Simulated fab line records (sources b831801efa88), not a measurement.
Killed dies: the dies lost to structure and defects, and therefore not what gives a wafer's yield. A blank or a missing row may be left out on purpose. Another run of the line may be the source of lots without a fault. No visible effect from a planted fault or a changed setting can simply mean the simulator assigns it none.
Chamber matching | flow sfq-line | cmp-02 running SFQ_TRILAYER_A5B_CMP_CMP_130: 4 sister chambers
The step polishes, stops on Nb, target thk 340.7 nm. 4 wafers are shown with their chamber, then 7 later ones without.

## WAFERS WITH THEIR CHAMBER
wafer  | chamber | motor-current-A (A)
L118.5 | 3       | 8.5
L119.6 | 0       | 10.8
L130.2 | 2       | 10.7
L130.3 | 1       | 9.4

## WAFERS WITHOUT THEIR CHAMBER
wafer  | motor-current-A (A)
L130.6 | 9.8
L132.1 | 9.9
L132.2 | 8.2
L132.5 | 9.3
L136.2 | 8.3
L136.5 | 8.7
L136.6 | 10.3

## THE CHAMBER EACH PASSED THROUGH
wafer  | from the rows above          | in truth
L130.6 | can't be placed: 1 or 2 or 0 | 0
L132.1 | can't be placed: 1 or 2 or 0 | 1
L132.2 | 3                            | 3
L132.5 | 1                            | 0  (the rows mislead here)
L136.2 | 3                            | 3
L136.5 | can't be placed: 3 or 1      | 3
L136.6 | can't be placed: 2 or 0 or 1 | 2
Placed correctly: 2 of 7. These rows do not allow placing 4 (true chamber among the candidates in 4). Placed wrongly: 1.
How it was worked out, from the rows above alone: a wafer's distance from a chamber is the root of the sum, over the readings, of the square of ((its reading less the chamber's mean) divided by the reading's scatter). If the next closest chamber is less than 2 further off than the closest, the wafer can't be placed; otherwise it belongs to the closest. The mean given for a chamber averages the wafers shown for that chamber. The scatter (one wafer shown for each chamber): square how far every hidden wafer sits from the nearest shown wafer, average those squares and take the square root.
